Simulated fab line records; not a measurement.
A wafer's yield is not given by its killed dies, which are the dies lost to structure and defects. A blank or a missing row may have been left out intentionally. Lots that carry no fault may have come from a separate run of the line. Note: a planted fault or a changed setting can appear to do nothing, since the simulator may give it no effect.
Chamber matching || flow sky130 || 4 sister chambers for SKY_LI_CONTACT_ETCH_14 on rie diel-01
The step etches BARC in N2/H2, stops on SiO2, time 45.9 s, target depth 60 nm. 14 wafers are shown with their chamber, then 7 later ones without.

EACH WAFER AND ITS CHAMBER
{"wafer": "L326.1", "chamber": 0, "drypump motor current A (A)": 6.1, "oes product au (a.u.)": 0.855, "throttle valve pct (%)": 13.218}
{"wafer": "L326.4", "chamber": 0, "drypump motor current A (A)": 6.2, "oes product au (a.u.)": 0.851, "throttle valve pct (%)": 13.205}
{"wafer": "L326.6", "chamber": 1, "drypump motor current A (A)": 5.1, "oes product au (a.u.)": 0.843, "throttle valve pct (%)": 13.227}
{"wafer": "L332.1", "chamber": 3, "drypump motor current A (A)": 6.5, "oes product au (a.u.)": 0.853, "throttle valve pct (%)": 13.212}
{"wafer": "L332.3", "chamber": 1, "drypump motor current A (A)": 5.1, "oes product au (a.u.)": 0.848, "throttle valve pct (%)": 13.224}
{"wafer": "L332.6", "chamber": 0, "drypump motor current A (A)": 6.1, "oes product au (a.u.)": 0.858, "throttle valve pct (%)": 13.223}
{"wafer": "L333.2", "chamber": 3, "drypump motor current A (A)": 6.5, "oes product au (a.u.)": 0.852, "throttle valve pct (%)": 13.219}
{"wafer": "L333.5", "chamber": 0, "drypump motor current A (A)": 6.1, "oes product au (a.u.)": 0.860, "throttle valve pct (%)": 13.242}
{"wafer": "L333.6", "chamber": 3, "drypump motor current A (A)": 6.5, "oes product au (a.u.)": 0.852, "throttle valve pct (%)": 13.236}
{"wafer": "L334.1", "chamber": 0, "drypump motor current A (A)": 6.1, "oes product au (a.u.)": 0.855, "throttle valve pct (%)": 13.237}
{"wafer": "L334.2", "chamber": 1, "drypump motor current A (A)": 5.2, "oes product au (a.u.)": 0.849, "throttle valve pct (%)": 13.247}
{"wafer": "L334.5", "chamber": 3, "drypump motor current A (A)": 6.5, "oes product au (a.u.)": 0.852, "throttle valve pct (%)": 13.221}
{"wafer": "L336.3", "chamber": 3, "drypump motor current A (A)": 6.5, "oes product au (a.u.)": 0.852, "throttle valve pct (%)": 13.231}
{"wafer": "L336.4", "chamber": 2, "drypump motor current A (A)": 6.7, "oes product au (a.u.)": 0.854, "throttle valve pct (%)": 13.245}

SIGNATURES, as means of the wafers listed above
{"reading": "drypump motor current A", "chamber 0": 6.120, "chamber 1": 5.133, "chamber 2": 6.700, "chamber 3": 6.500, "scatter within a chamber": 0.0383}
{"reading": "oes product au", "chamber 0": 0.85580, "chamber 1": 0.84667, "chamber 2": 0.85400, "chamber 3": 0.85220, "scatter within a chamber": 0.00261}
{"reading": "throttle valve pct", "chamber 0": 13.22500, "chamber 1": 13.23267, "chamber 2": 13.24500, "chamber 3": 13.22380, "scatter within a chamber": 0.0125}
Rule: distance of a wafer from a chamber = root of the sum over the readings of ((wafer's reading minus chamber's mean) / reading's scatter) squared. The wafer belongs to the nearest chamber; if the next one is less than 2 further off, it can't be placed. The scatter: the root of (the sum of the squares of (reading less its chamber's mean) over the shown wafers, divided by (wafers less chambers)).

WAFERS WITHOUT THEIR CHAMBER
{"wafer": "L336.5", "drypump motor current A (A)": 6.7, "oes product au (a.u.)": 0.853, "throttle valve pct (%)": 13.239}
{"wafer": "L345.3", "drypump motor current A (A)": 6.7, "oes product au (a.u.)": 0.850, "throttle valve pct (%)": 13.225}
{"wafer": "L345.5", "drypump motor current A (A)": 6.7, "oes product au (a.u.)": 0.848, "throttle valve pct (%)": 13.222}
{"wafer": "L345.6", "drypump motor current A (A)": 6.5, "oes product au (a.u.)": 0.855, "throttle valve pct (%)": 13.221}
{"wafer": "L346.1", "drypump motor current A (A)": 6.1, "oes product au (a.u.)": 0.860, "throttle valve pct (%)": 13.223}
{"wafer": "L346.4", "drypump motor current A (A)": 6.5, "oes product au (a.u.)": 0.853, "throttle valve pct (%)": 13.227}
{"wafer": "L346.6", "drypump motor current A (A)": 5.2, "oes product au (a.u.)": 0.859, "throttle valve pct (%)": 13.230}

WHICH CHAMBER EACH ONE RAN IN
{"wafer": "L336.5", "from the rows above": 2, "in truth": 2}
{"wafer": "L345.3", "from the rows above": 2, "in truth": 2}
{"wafer": "L345.5", "from the rows above": 2, "in truth": 2}
{"wafer": "L345.6", "from the rows above": 3, "in truth": 3}
{"wafer": "L346.1", "from the rows above": 0, "in truth": 0}
{"wafer": "L346.4", "from the rows above": 3, "in truth": 3}
{"wafer": "L346.6", "from the rows above": 1, "in truth": 1}
Correctly placed: 7 of 7. Left unplaced by these rows: 0. 0 placed wrongly.
